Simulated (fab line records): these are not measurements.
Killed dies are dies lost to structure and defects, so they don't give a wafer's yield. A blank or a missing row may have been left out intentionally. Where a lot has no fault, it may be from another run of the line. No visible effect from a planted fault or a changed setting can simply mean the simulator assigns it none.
Which tool did it? -- flow sky130 -- 30 wafers from 10 lots sampled at 2 of the route's 708 steps

== WHAT THE GAUGES READ, wafer by wafer ==
SKY_CONTACT_OVL_MEAS_15. Usual: CONTACT_OVL gives -4 nm (standard deviation 6).
lot,measured,on,CONTACT_OVL (nm),flag
L338,day 32 12:56,overlay-01,-4 -6 -3,
L339,day 32 20:51,overlay-02,-5 -3 -5,
L342,day 33 20:48,overlay-01,-8 1 3,
L343,day 34 04:46,overlay-01,9 6 8,
L344,day 34 20:36,overlay-01,-5 -10 -16,
L353,day 37 07:30,overlay-01,-1 -9 -8,
L354,day 37 13:52,overlay-01,-4 2 -5,
L355,day 38 04:37,overlay-02,0 -5 -4,
L357,day 38 12:02,overlay-02,-7 -4 -3,
L360,day 39 05:47,overlay-01,-4 1 -5,

== TOOL THAT RAN EACH LOT (tool first, then ch and the chambers of the sampled wafers, then the start) ==
lot,SKY_LI_CONTACT_ETCH_15
L338,"rie_diel-04 ch 0,1,2, day 30 03:44"
L339,"rie_diel-04 ch 0,2,3, day 30 11:11"
L342,"rie_diel-04 ch 1,2,3, day 31 11:50"
L343,"rie_diel-01 ch 2,3, day 31 19:05"
L344,"rie_diel-02 ch 0,1,3, day 32 12:40"
L353,"rie_diel-02 ch 1,3, day 34 22:43"
L354,"rie_diel-01 ch 0,2,3, day 35 05:32"
L355,"rie_diel-01 ch 0,1,2, day 35 20:58"
L357,"rie_diel-01 ch 0,1,3, day 36 04:35"
L360,"rie_diel-02 ch 0,2,3, day 36 23:29"
- SKY_LI_CONTACT_ETCH_15: etches PSG in C4F8/O2/Ar, stops on Si, target depth 600 nm.

== AS READ BY THE TOOLS THEMSELVES (means over the sampled wafers that have a number; for cases with no such wafer, the mark the record gives instead) ==
SKY_LI_CONTACT_ETCH_15. Usual: bias_w 1200 W, standard deviation 3.6; chamber_pressure_mTorr 40.01 mTorr, standard deviation 0.037; oes_product_au 0.836 a.u., standard deviation 0.0047.
lot,tool,bias_w (W),chamber_pressure_mTorr (mTorr),oes_product_au (a.u.),flag
L338,rie_diel-04,1202,40.03,0.838,
L339,rie_diel-04,1199,40.02,0.837,
L342,rie_diel-04,1203,40.00,0.837,
L343,rie_diel-01,1201,39.99,0.835,
L344,rie_diel-02,1197,39.98,0.839,
L353,rie_diel-02,1203,40.01,0.837,
L354,rie_diel-01,1202,39.99,0.835,
L355,rie_diel-01,1196,39.99,0.834,
L357,rie_diel-01,1198,40.01,0.835,
L360,rie_diel-02,1200,39.99,0.833,

== THE ANSWER, worked out from the rows above alone ==
Rule: take the mean of a lot's wafers that have a number; if it is more than 3 standard deviations from the usual mean, the lot is off. A lot without any number at a reading at which 4 lots or more have one is off too. The other lots that the step has rows for count as sound. First the gauges in route order, then the tools' own readings, where a lot's mean is used as printed above. The first step at which some lot is off is used, and at that step the reading that is off furthest; a lot without a number counts as furthest.
No lot is off at any reading shown: from this, nothing can be told.

== WHAT THE SIMULATOR PUT IN ==
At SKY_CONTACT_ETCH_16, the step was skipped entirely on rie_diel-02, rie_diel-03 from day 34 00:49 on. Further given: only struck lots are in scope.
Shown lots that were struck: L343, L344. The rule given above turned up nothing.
